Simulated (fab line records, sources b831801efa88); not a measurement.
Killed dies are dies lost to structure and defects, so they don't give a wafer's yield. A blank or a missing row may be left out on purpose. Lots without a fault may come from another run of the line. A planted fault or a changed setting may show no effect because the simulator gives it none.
Which tool did it? | flow sky130 | 12 lots, 36 wafers sampled, at 6 steps of a route of 708

WHAT THE GAUGES READ, wafer by wafer
SKY_SONOS_TUNNEL_TW_MEAS_12.
lot  | measured     | on            | SONOS_TUNNEL_TW
L124 | day 11 01:22 | film_metro-02 | 196.6 197.9 196.9
L129 | day 12 16:08 | film_metro-01 | 193.9 194.6 193.3
L133 | day 15 01:14 | film_metro-02 | 196.1 195.7 197.5
L132 | day 15 01:34 | film_metro-01 | 193.8 192.7 192.6
L136 | day 15 11:43 | film_metro-03 | 198.8 198.6 200.4
L139 | day 16 19:20 | film_metro-03 | 200.4 198.7 199.0
L141 | day 17 04:41 | film_metro-01 | 192.7 192.0 192.5
L143 | day 17 13:20 | film_metro-01 | 192.5 192.6 194.1
L144 | day 18 05:19 | film_metro-01 | 195.1 193.8 193.7
L145 | day 18 13:15 | film_metro-02 | 195.7 196.2 197.1
L146 | day 18 18:26 | film_metro-02 | 197.0 196.8 198.0
L147 | day 18 20:10 | film_metro-01 | 193.4 193.0 193.3

SKY_SPACER_THK_MEAS_01.
lot  | measured     | on            | SPACER_CVD_00_THK (nm)
L124 | day 23 15:32 | film_metro-04 | 42.6 42.5 42.2
L129 | day 24 19:41 | film_metro-04 | 42.4 42.3 42.6
L133 | day 27 01:37 | film_metro-02 | 42.9 42.8 43.2
L132 | day 27 05:06 | film_metro-04 | 42.8 43.2 43.3
L136 | day 27 09:47 | film_metro-04 | 43.3 43.2 43.5
L139 | day 28 17:30 | film_metro-04 | 42.9 42.7 42.8
L141 | day 29 02:31 | film_metro-04 | 42.6 43.0 43.0
L143 | day 29 14:25 | film_metro-02 | 43.3 43.2 43.0
L144 | day 29 23:29 | film_metro-04 | 43.1 43.0 42.8
L145 | day 30 09:53 | film_metro-04 | 42.9 42.7 42.9
L146 | day 30 18:23 | film_metro-02 | 42.7 43.2 43.2
L147 | day 30 16:44 | film_metro-02 | 42.5 42.6 42.4

SKY_RES_XHIGH_TW_MEAS_09.
lot  | measured     | on            | RES_XHIGH_TW
L124 | day 27 07:09 | film_metro-01 | 1617 1605 1610
L129 | day 28 10:43 | film_metro-04 | 1650 1644 1652
L133 | day 30 15:20 | film_metro-04 | 1647 1647 1655
L132 | day 30 18:10 | film_metro-01 | 1623 1614 1481
L136 | day 30 23:43 | film_metro-01 | 1604 1489 1621
L139 | day 32 05:56 | film_metro-02 | 1633 1635 1633
L141 | day 32 14:03 | film_metro-04 | 1649 1661 1655
L143 | day 33 02:31 | film_metro-01 | 1602 1594 1610
L144 | day 33 10:46 | film_metro-02 | 1638 1638 1631
L145 | day 33 21:07 | film_metro-01 | 1593 1606 1605
L146 | day 34 05:32 | film_metro-02 | 1626 1637 1632
L147 | day 34 04:19 | film_metro-01 | 1606 1608 1604

SKY_SD_N_RS_MEAS_18: measures by four-point-probe.
lot  | measured     | on            | RES_XHIGH_RS (ohm/sq)
L124 | day 28 13:26 | film_metro-02 | 332.3 330.7 333.6
L129 | day 29 15:37 | film_metro-02 | 333.8 333.6 334.0
L133 | day 31 18:49 | film_metro-04 | 333.6 333.2 333.2
L132 | day 31 22:31 | film_metro-02 | 333.5 333.0 421.7
L136 | day 32 04:58 | film_metro-04 | 332.8 417.1 333.4
L139 | day 33 10:37 | film_metro-01 | 333.1 334.6 333.4
L141 | day 33 17:29 | film_metro-04 | 333.1 332.4 332.9
L143 | day 34 06:12 | film_metro-02 | 333.8 333.4 333.0
L144 | day 34 15:10 | film_metro-04 | 333.1 333.6 334.3
L145 | day 35 00:26 | film_metro-04 | 332.9 332.7 332.8
L146 | day 35 08:45 | film_metro-04 | 333.0 332.5 332.5
L147 | day 35 07:01 | film_metro-04 | 333.9 334.2 334.6

WHICH TOOL RAN EACH LOT (tool, then ch and the chambers of the sampled wafers, then the start)
lot  | SKY_POLY_GATE_ETCH_16              | SKY_RES_XHIGH_IMPLANT_07
L124 | rie_diel-02 ch 0,1,2, day 16 20:41 | implanter-03 ch 0, day 27 06:53
L129 | rie_diel-02 ch 1,2,3, day 18 03:19 | implanter-03 ch 0, day 28 10:28
L133 | rie_diel-03 ch 2,3, day 20 15:04   | implanter-01 ch 0, day 30 15:05
L132 | rie_diel-03 ch 0,1,2, day 20 18:16 | implanter-03 ch 0, day 30 17:57
L136 | rie_diel-02 ch 0,3, day 20 23:41   | implanter-03 ch 0, day 30 23:26
L139 | rie_diel-03 ch 0,1,3, day 22 12:16 | implanter-01 ch 0, day 32 05:43
L141 | rie_diel-03 ch 0,1,3, day 22 19:10 | implanter-01 ch 0, day 32 13:48
L143 | rie_diel-01 ch 0,3, day 23 05:29   | implanter-02 ch 0, day 33 02:17
L144 | rie_diel-03 ch 0,2,3, day 23 19:25 | implanter-03 ch 0, day 33 10:31
L145 | rie_diel-03 ch 0,2, day 24 04:17   | implanter-02 ch 0, day 33 20:53
L146 | rie_diel-01 ch 2,3, day 24 10:44   | implanter-03 ch 0, day 34 05:19
L147 | rie_diel-03 ch 2,3, day 24 11:53   | implanter-01 ch 0, day 34 04:04
- SKY_POLY_GATE_ETCH_16: etches Si3N4 in CH3F/O2, stops on poly-Si, time 147.5 s, target depth 75 nm.
- SKY_RES_XHIGH_IMPLANT_07

WHAT THE TOOLS THEMSELVES READ (means of the sampled wafers that have a number; where no wafer has one, the mark that the record gives instead)
SKY_POLY_GATE_ETCH_16.
lot  | tool        | ch3f_flow_sccm (sccm) | drypump_motor_current_A (A) | oes_product_au (a.u.) | throttle_valve_pct (%)
L124 | rie_diel-02 | 40.06                 | 5.5                         | 0.647                 | 10.528
L129 | rie_diel-02 | 39.95                 | 5.4                         | 0.640                 | 10.535
L133 | rie_diel-03 | 39.87                 | 5.4                         | 0.643                 | 10.536
L132 | rie_diel-03 | 39.92                 | 5.5                         | 0.641                 | 10.543
L136 | rie_diel-02 | 39.92                 | 5.3                         | 0.641                 | 10.535
L139 | rie_diel-03 | 40.03                 | 5.9                         | 0.639                 | 10.532
L141 | rie_diel-03 | 39.95                 | 5.9                         | 0.637                 | 10.539
L143 | rie_diel-01 | 40.01                 | 5.4                         | 0.640                 | 10.539
L144 | rie_diel-03 | 39.97                 | 5.6                         | 0.642                 | 10.540
L145 | rie_diel-03 | 39.95                 | 5.2                         | 0.644                 | 10.539
L146 | rie_diel-01 | 40.13                 | 5.4                         | 0.643                 | 10.543
L147 | rie_diel-03 | 39.96                 | 5.9                         | 0.639                 | 10.538

SKY_RES_XHIGH_IMPLANT_07.
lot  | tool         | beam_on_s (s)
L124 | implanter-03 | 41.3
L129 | implanter-03 | 40.6
L133 | implanter-01 | 42.7
L132 | implanter-03 | 41.4
L136 | implanter-03 | 42.1
L139 | implanter-01 | 42.7
L141 | implanter-01 | 42.4
L143 | implanter-02 | 42.7
L144 | implanter-03 | 42.1
L145 | implanter-02 | 42.1
L146 | implanter-03 | 41.8
L147 | implanter-01 | 42.3

THE ANSWER, worked out from the rows above alone
Rule: what is usual is taken from the lots themselves. Put in order of their means at a reading, lots are off if they are a third of the lots or fewer, leave a main group of 4 or more, and stand apart from it by a gap of 3 or more times the standard deviation of the main group's means; of several such gaps the widest counts. A main group whose means are all the same, to the digits that the tables above print for the reading, isn't used. A lot without any number at a reading at which 4 lots or more have one is off too. The other lots that the step has rows for count as sound. The gauges are gone through in route order, then the tools' own readings, and for those a lot's mean is taken as printed above. The first step at which some lot is off is used, and at that step the reading that is off furthest; a lot without a number counts as furthest.
Off: L132, L136, at SKY_SD_N_RS_MEAS_18 (RES_XHIGH_RS). The main group: mean 333.3 ohm/sq, standard deviation 0.59.
A tool fits if, at a process step before that reading, it ran every lot that is off, and no sound lot after the first of them. The gauges at SKY_SD_N_RS_MEAS_18 are tried like those tools. None of those tried fits.

WHAT THE SIMULATOR HAD PUT IN
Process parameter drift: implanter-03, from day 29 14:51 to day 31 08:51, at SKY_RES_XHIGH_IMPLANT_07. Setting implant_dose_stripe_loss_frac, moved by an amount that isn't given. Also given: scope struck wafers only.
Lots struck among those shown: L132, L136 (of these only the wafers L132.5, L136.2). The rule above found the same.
